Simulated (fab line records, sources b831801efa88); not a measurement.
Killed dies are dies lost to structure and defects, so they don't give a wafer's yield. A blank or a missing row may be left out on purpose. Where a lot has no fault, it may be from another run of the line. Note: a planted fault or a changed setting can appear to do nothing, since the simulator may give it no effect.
The tool behind it: which one? / flow sky130 / 14 lots, 42 wafers sampled, at 5 steps of a route of 708

## WHAT THE GAUGES READ, wafer by wafer
SKY_NWELL_OVL_MEAS_10. Usual: NWELL_00_OVL -1.1 nm, standard deviation 1.3.
lot=L337; measured=day 4 15:41; on=overlay-02; NWELL_00_OVL (nm)=-1.1 -0.5 0.4; flag=
lot=L341; measured=day 5 15:31; on=overlay-01; NWELL_00_OVL (nm)=0.1 0.2 0.2; flag=
lot=L342; measured=day 5 20:38; on=overlay-02; NWELL_00_OVL (nm)=-2.4 -2.0 -2.4; flag=
lot=L343; measured=day 6 00:59; on=overlay-01; NWELL_00_OVL (nm)=-0.2 1.1 0.5; flag=
lot=L344; measured=day 6 08:23; on=overlay-02; NWELL_00_OVL (nm)=-2.9 -1.1 -0.8; flag=
lot=L345; measured=day 6 14:22; on=overlay-02; NWELL_00_OVL (nm)=-1.2 -1.6 -2.0; flag=
lot=L347; measured=day 6 23:36; on=overlay-01; NWELL_00_OVL (nm)=1.2 -1.1 -0.4; flag=
lot=L348; measured=day 7 05:44; on=overlay-01; NWELL_00_OVL (nm)=0.4 1.2 0.1; flag=
lot=L350; measured=day 7 17:20; on=overlay-01; NWELL_00_OVL (nm)=-0.3 - -; flag=
lot=L353; measured=day 8 09:59; on=overlay-02; NWELL_00_OVL (nm)=-0.7 - -; flag=
lot=L356; measured=day 9 03:56; on=overlay-02; NWELL_00_OVL (nm)=-3.8 -2.3 -2.5; flag=
lot=L357; measured=day 9 09:34; on=overlay-02; NWELL_00_OVL (nm)=0.2 -0.3 -0.6; flag=
lot=L358; measured=day 9 17:10; on=overlay-02; NWELL_00_OVL (nm)=-0.4 -0.6 0.2; flag=
lot=L359; measured=day 9 21:56; on=overlay-02; NWELL_00_OVL (nm)=0.2 -1.5 -0.4; flag=

SKY_VT_ADJUST_HVTR_CD_MEAS_07 targets a cd of 380 nm. Usual: cd nm 379.2 nm, standard deviation 2.5.
lot=L337; measured=day 9 15:34; on=cd sem-02; cd nm (nm)=382.0 381.4 383.1; flag=
lot=L341; measured=day 11 02:38; on=cd sem-01; cd nm (nm)=374.4 374.5 376.1; flag=
lot=L342; measured=day 11 03:35; on=cd sem-01; cd nm (nm)=381.7 378.5 380.8; flag=
lot=L343; measured=day 11 09:08; on=cd sem-02; cd nm (nm)=378.6 375.5 375.5; flag=
lot=L344; measured=day 11 17:01; on=cd sem-02; cd nm (nm)=377.8 375.5 379.1; flag=
lot=L345; measured=day 12 00:58; on=cd sem-01; cd nm (nm)=374.2 375.3 374.2; flag=
lot=L347; measured=day 12 13:12; on=cd sem-02; cd nm (nm)=379.7 378.4 379.3; flag=
lot=L348; measured=day 12 19:44; on=cd sem-01; cd nm (nm)=381.1 380.1 381.7; flag=
lot=L350; measured=day 13 09:51; on=cd sem-01; cd nm (nm)=375.5 378.6 376.5; flag=
lot=L353; measured=day 14 05:11; on=cd sem-02; cd nm (nm)=381.6 381.3 381.3; flag=
lot=L356; measured=day 15 03:07; on=cd sem-01; cd nm (nm)=380.7 381.4 379.0; flag=
lot=L357; measured=day 15 09:52; on=cd sem-01; cd nm (nm)=380.5 382.6 379.6; flag=
lot=L358; measured=day 15 18:56; on=cd sem-02; cd nm (nm)=375.1 376.3 376.4; flag=
lot=L359; measured=day 16 00:47; on=cd sem-01; cd nm (nm)=375.4 377.4 378.0; flag=

SKY_SONOS_ONO_CD_MEAS_13 targets a cd of 410 nm. Usual: cd nm 409.2 nm, standard deviation 2.6.
lot=L337; measured=day 12 21:16; on=cd sem-01; cd nm (nm)=407.4 409.0 405.6; flag=
lot=L341; measured=day 14 14:55; on=cd sem-02; cd nm (nm)=414.8 415.3 415.2; flag=
lot=L342; measured=day 14 15:13; on=cd sem-01; cd nm (nm)=410.7 413.1 408.6; flag=
lot=L343; measured=day 14 23:59; on=cd sem-01; cd nm (nm)=407.0 405.4 404.1; flag=
lot=L344; measured=day 15 00:20; on=cd sem-01; cd nm (nm)=409.5 412.3 409.6; flag=
lot=L345; measured=day 15 10:45; on=cd sem-02; cd nm (nm)=410.3 408.2 409.2; flag=
lot=L347; measured=day 16 03:54; on=cd sem-01; cd nm (nm)=410.0 410.1 410.2; flag=
lot=L348; measured=day 16 12:55; on=cd sem-01; cd nm (nm)=413.0 411.4 409.9; flag=
lot=L350; measured=day 16 20:44; on=cd sem-02; cd nm (nm)=413.8 412.3 412.5; flag=
lot=L353; measured=day 17 20:47; on=cd sem-01; cd nm (nm)=408.3 409.5 409.5; flag=
lot=L356; measured=day 18 20:37; on=cd sem-02; cd nm (nm)=409.9 410.5 409.6; flag=
lot=L357; measured=day 19 04:35; on=cd sem-02; cd nm (nm)=411.2 413.3 413.6; flag=
lot=L358; measured=day 19 18:07; on=cd sem-02; cd nm (nm)=405.8 404.9 405.6; flag=
lot=L359; measured=day 19 21:29; on=cd sem-02; cd nm (nm)=407.3 406.8 408.7; flag=

## WHAT TOOL EACH LOT RAN ON (gives the tool, then ch and the chambers of the sampled wafers, and finally the start)
lot=L337; SKY_NWELL_DEVELOP_09=litho track-04 ch 0, day 4 15:00; SKY_NWELL_RTA_28=rtp anneal-02 ch 0, day 5 10:38
lot=L341; SKY_NWELL_DEVELOP_09=litho track-02 ch 0, day 5 15:00; SKY_NWELL_RTA_28=rtp anneal-02 ch 0, day 6 10:41
lot=L342; SKY_NWELL_DEVELOP_09=litho track-04 ch 0, day 5 20:00; SKY_NWELL_RTA_28=rtp anneal-01 ch 0, day 6 16:50
lot=L343; SKY_NWELL_DEVELOP_09=litho track-04 ch 0, day 6 00:00; SKY_NWELL_RTA_28=rtp anneal-02 ch 0, day 6 21:15
lot=L344; SKY_NWELL_DEVELOP_09=litho track-01 ch 0, day 6 08:00; SKY_NWELL_RTA_28=rtp anneal-01 ch 0, day 7 04:29
lot=L345; SKY_NWELL_DEVELOP_09=litho track-02 ch 0, day 6 14:00; SKY_NWELL_RTA_28=rtp anneal-02 ch 0, day 7 10:14
lot=L347; SKY_NWELL_DEVELOP_09=litho track-04 ch 0, day 6 23:00; SKY_NWELL_RTA_28=rtp anneal-02 ch 0, day 7 20:29
lot=L348; SKY_NWELL_DEVELOP_09=litho track-01 ch 0, day 7 05:00; SKY_NWELL_RTA_28=rtp anneal-01 ch 0, day 8 02:29
lot=L350; SKY_NWELL_DEVELOP_09=litho track-01 ch 0, day 7 17:00; SKY_NWELL_RTA_28=rtp anneal-01 ch 0, day 8 14:28
lot=L353; SKY_NWELL_DEVELOP_09=litho track-01 ch 0, day 8 09:00; SKY_NWELL_RTA_28=rtp anneal-01 ch 0, day 9 07:37
lot=L356; SKY_NWELL_DEVELOP_09=litho track-04 ch 0, day 9 03:00; SKY_NWELL_RTA_28=rtp anneal-01 ch 0, day 10 02:32
lot=L357; SKY_NWELL_DEVELOP_09=litho track-02 ch 0, day 9 09:00; SKY_NWELL_RTA_28=rtp anneal-02 ch 0, day 10 08:19
lot=L358; SKY_NWELL_DEVELOP_09=litho track-02 ch 0, day 9 17:00; SKY_NWELL_RTA_28=rtp anneal-02 ch 0, day 10 16:34
lot=L359; SKY_NWELL_DEVELOP_09=litho track-04 ch 0, day 9 21:00; SKY_NWELL_RTA_28=rtp anneal-01 ch 0, day 10 21:25
- SKY_NWELL_DEVELOP_09: develop time 60 s.
- SKY_NWELL_RTA_28: time 30 s.

## WHAT THE TOOLS THEMSELVES READ (means of the sampled wafers that have a number; where no wafer has one, the mark that the record gives instead)
SKY_NWELL_DEVELOP_09. Usual: developer temp C 23.00 C, standard deviation 0.1.
lot=L337; tool=litho track-04; developer temp C (C)=22.97; flag=
lot=L341; tool=litho track-02; developer temp C (C)=23.03; flag=
lot=L342; tool=litho track-04; developer temp C (C)=23.01; flag=
lot=L343; tool=litho track-04; developer temp C (C)=22.91; flag=
lot=L344; tool=litho track-01; developer temp C (C)=23.01; flag=
lot=L345; tool=litho track-02; developer temp C (C)=23.01; flag=
lot=L347; tool=litho track-04; developer temp C (C)=23.09; flag=
lot=L348; tool=litho track-01; developer temp C (C)=22.87; flag=
lot=L350; tool=litho track-01; developer temp C (C)=23.14; flag=
lot=L353; tool=litho track-01; developer temp C (C)=23.07; flag=
lot=L356; tool=litho track-04; developer temp C (C)=23.01; flag=
lot=L357; tool=litho track-02; developer temp C (C)=22.91; flag=
lot=L358; tool=litho track-02; developer temp C (C)=23.13; flag=
lot=L359; tool=litho track-04; developer temp C (C)=23.03; flag=

SKY_NWELL_RTA_28. Usual: lamp power pct 25.31 %, standard deviation 0.048; wafer_temp_C_max 1055.0, standard deviation 1.1.
lot=L337; tool=rtp anneal-02; lamp power pct (%)=25.32; wafer_temp_C_max=1054.5; flag=
lot=L341; tool=rtp anneal-02; lamp power pct (%)=25.33; wafer_temp_C_max=1053.9; flag=
lot=L342; tool=rtp anneal-01; lamp power pct (%)=25.33; wafer_temp_C_max=1054.8; flag=
lot=L343; tool=rtp anneal-02; lamp power pct (%)=25.37; wafer_temp_C_max=1055.1; flag=
lot=L344; tool=rtp anneal-01; lamp power pct (%)=25.32; wafer_temp_C_max=1055.1; flag=
lot=L345; tool=rtp anneal-02; lamp power pct (%)=25.33; wafer_temp_C_max=1055.7; flag=
lot=L347; tool=rtp anneal-02; lamp power pct (%)=25.32; wafer_temp_C_max=1055.2; flag=
lot=L348; tool=rtp anneal-01; lamp power pct (%)=25.30; wafer_temp_C_max=1055.5; flag=
lot=L350; tool=rtp anneal-01; lamp power pct (%)=25.33; wafer_temp_C_max=1055.2; flag=
lot=L353; tool=rtp anneal-01; lamp power pct (%)=25.35; wafer_temp_C_max=1055.3; flag=
lot=L356; tool=rtp anneal-01; lamp power pct (%)=25.31; wafer_temp_C_max=1055.5; flag=
lot=L357; tool=rtp anneal-02; lamp power pct (%)=25.30; wafer_temp_C_max=1055.4; flag=
lot=L358; tool=rtp anneal-02; lamp power pct (%)=25.27; wafer_temp_C_max=1054.3; flag=
lot=L359; tool=rtp anneal-01; lamp power pct (%)=25.35; wafer_temp_C_max=1056.0; flag=

## THE ANSWER, worked out from the rows above alone
Rule: lot off if the mean of its wafers having a number is beyond 3 standard deviations from the usual mean. A lot without any number at a reading at which 4 lots or more have one is off too. Where the step has rows for the other lots, those lots are counted as sound. First the gauges in route order, then the tools' own readings, where a lot's mean is used as printed above. The first step at which some lot is off is used, and at that step the reading that is off furthest; a lot without a number counts as furthest.
No lot is off at any reading shown: from this, nothing can be told.

## WHAT WAS PUT IN BY THE SIMULATOR
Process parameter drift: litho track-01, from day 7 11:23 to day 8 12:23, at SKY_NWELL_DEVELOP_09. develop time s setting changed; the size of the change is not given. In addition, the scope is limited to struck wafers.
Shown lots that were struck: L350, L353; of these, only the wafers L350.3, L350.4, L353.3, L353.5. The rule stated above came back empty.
